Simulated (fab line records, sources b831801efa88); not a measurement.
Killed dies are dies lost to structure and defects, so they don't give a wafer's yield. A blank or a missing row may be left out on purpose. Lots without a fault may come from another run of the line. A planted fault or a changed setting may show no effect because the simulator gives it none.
A struck lot beside a sound one | flow sky130 | 35 steps out of a route of 708
Sound: wafers L148.2, L148.4, L148.5. Struck: wafers L166.1, L166.2, L166.4. The cause comes at the end.
At each step with rows: each side's tool, then ch and its chambers, then its first start. Under that, the readings that differ: sound wafers | struck wafers | difference of the means | sigmas: that difference in standard deviations of wafers without a fault.
alike: readings whose means differ by less than 2 such deviations, and words and numbers that are the same on both sides. not compared: withheld readings, readings that some wafer has no value for, bounds like >300 that may hide the same value, and numbers for which the record gives no deviation and whose values overlap.
The two part at a step that has a row with sigmas, a row that says differs or no value, or rows on one side only. Numbers that don't overlap but have no deviation are shown without sigmas and don't part them. A reading that every wafer of one side lacks parts them only if that side has two wafers or more.

first, 4 steps without rows for these wafers: SKY_METAL5_SOFTBAKE_10 (time 60 s); SKY_METAL5_EXPOSE_11 (exposes mask MM5, target cd 1600 nm); SKY_METAL5_PEB_12; SKY_METAL5_DEVELOP_13 (develop time 60 s).
SKY_METAL5_DESCUM_14: chemistry O2, time 11 s.
  sound on rie_metal-04 ch 0,1, day 45 08:46; struck on rie_metal-03 ch 0,1, day 49 05:10
  alike: chamber_pressure_mTorr, drypump_motor_current_A, oes_product_au
  not compared: rf_hours_counter_h
SKY_METAL5_METAL_ETCH_15: etches the open film in Cl2/BCl3, stops on SiO2, target depth 1260 nm, time 252 s.
  sound on rie_metal-04 ch 0,1, day 45 08:49; struck on rie_metal-03 ch 0,1, day 49 05:13
  alike: chamber_pressure_mTorr, drypump_motor_current_A, oes_product_au, throttle_valve_pct
  not compared: rf_hours_counter_h
SKY_METAL5_STRIP_16: strips in O2/N2.
  sound on plasma_asher-03 ch 0,1, day 45 09:02; struck on plasma_asher-03 ch 0,1, day 49 05:26
  alike: chamber_pressure_mTorr, drypump_motor_current_A, oes_product_au, strip_time_to_endpoint_s
  not compared: rf_hours_counter_h
then, 3 steps without rows for these wafers: SKY_METAL5_STRIP_17 (strips in post etch residue remover, time 1200 s); SKY_METAL5_CLEAN_18 (cleans in IPA, time 180 s); SKY_METAL5_CLEAN_19 (cleans in O3/DIW).
SKY_PASSIVATION_CVD_00: deposits SiO2, target thk 90 nm.
  sound on pecvd-01 ch 0,1,2, day 45 09:59; struck on pecvd-02 ch 0,2, day 49 06:23
  alike: heater_power_w, rf_fwd_power_W
SKY_PASSIVATION_THK_MEAS_01:
  sound on film_metro-04, day 45 10:01; struck on film_metro-02, day 49 06:24
  alike: PASSIVATION_CVD_00_THK
SKY_PASSIVATION_CVD_02: deposits Si3N4, target thk 540 nm.
  sound on pecvd-02 ch 1,2, day 45 10:04; struck on pecvd-04 ch 0,2, day 49 06:28
  reading                                       | sound             | struck            | difference | sigmas
  rf_fwd_power_W (W)                            | 449.1 446.2 448.0 | 627.2 629.9 626.7 | +180.2     | +99 or more
  model.Si3N4_of_PASSIVATION_CVD_02.thk_nm (nm) | 544.5 546.7 544.2 | 601.4 592.7 615.2 | +58.0      |
  alike: heater_power_w
SKY_PASSIVATION_THK_MEAS_03:
  sound on film_metro-03, day 45 10:17; struck on film_metro-04, day 49 06:48
  reading                     | sound       | struck      | difference | sigmas
  PASSIVATION_CVD_02_THK (nm) | 544 547 544 | 601 593 616 | +58        | +8
then, 7 steps without rows for these wafers: SKY_PASSIVATION_DEHYDRATE_04 (time 60 s); SKY_PASSIVATION_HMDS_05 (prime time 60 s); SKY_PASSIVATION_COAT_06 (resist thk 3000 nm); SKY_PASSIVATION_SOFTBAKE_07; SKY_PASSIVATION_EXPOSE_08 (exposes mask NSM, target cd 3000 nm); SKY_PASSIVATION_PEB_09; SKY_PASSIVATION_DEVELOP_10 (develop time 60 s).
SKY_PASSIVATION_ETCH_11: etches the open film in CF4/O2, stops on AlCu, target depth 725 nm, time 161.1 s.
  sound on rie_diel-03 ch 0,1, day 46 06:24; struck on rie_diel-03 ch 0,2,3, day 49 22:55
  alike: chamber_pressure_mTorr, drypump_motor_current_A, oes_product_au, throttle_valve_pct
  not compared: rf_hours_counter_h, model.PASSIVATION.feature_depth_nm, model.etch.depth_nm
SKY_PASSIVATION_STRIP_12: strips in O2/N2.
  sound on plasma_asher-04 ch 0,1, day 46 06:30; struck on plasma_asher-04 ch 0,1, day 49 23:02
  alike: chamber_pressure_mTorr, drypump_motor_current_A, oes_product_au, strip_time_to_endpoint_s
  not compared: rf_hours_counter_h
then, 7 steps without rows for these wafers: SKY_PAD_OPEN_DEHYDRATE_00 (time 60 s); SKY_PAD_OPEN_HMDS_01 (prime time 60 s); SKY_PAD_OPEN_COAT_02 (resist thk 3000 nm); SKY_PAD_OPEN_SOFTBAKE_03; SKY_PAD_OPEN_EXPOSE_04 (exposes mask PDM, target cd 60000 nm); SKY_PAD_OPEN_PEB_05; SKY_PAD_OPEN_DEVELOP_06 (develop time 60 s).
SKY_PAD_OPEN_ETCH_07: etches the open film in CF4/O2, stops on AlCu, target depth 725 nm, time 161.1 s.
  sound on rie_diel-01 ch 0,2, day 47 03:05; struck on rie_diel-04 ch 0,1,2, day 50 14:29
  alike: chamber_pressure_mTorr, drypump_motor_current_A, oes_product_au, throttle_valve_pct
  not compared: rf_hours_counter_h, model.PAD_OPEN.feature_depth_nm, model.etch.depth_nm
then, 1 step without rows for these wafers: SKY_PAD_OPEN_STRIP_08 (strips in O2/N2).
SKY_PAD_OPEN_STRIP_09: strips in post etch residue remover, time 1200 s.
  sound on wet_bench-02 ch 1, day 47 03:18; struck on wet_bench-01 ch 2, day 50 14:42
  reading                                       | sound             | struck          | difference | sigmas
  model.Si3N4_of_PASSIVATION_CVD_02.thk_nm (nm) | 544.1 546.3 543.9 | 601 592.3 614.8 | +58        |
  alike: bath_heat_duty_pct
then, 2 steps without rows for these wafers: SKY_PAD_OPEN_CLEAN_10 (cleans in IPA, time 180 s); SKY_PAD_OPEN_PROBE_99.

WHERE THEY PART
First at SKY_PASSIVATION_CVD_02; last, within this record, at SKY_PASSIVATION_THK_MEAS_03. Later steps at which nothing parts them and some readings are alike: SKY_PASSIVATION_ETCH_11, SKY_PASSIVATION_STRIP_12, SKY_PAD_OPEN_ETCH_07, SKY_PAD_OPEN_STRIP_09.

WHY: what the simulator had put in
Process parameter drift: pecvd-04, from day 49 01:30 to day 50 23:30, at SKY_PASSIVATION_CVD_02. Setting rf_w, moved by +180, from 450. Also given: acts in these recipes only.
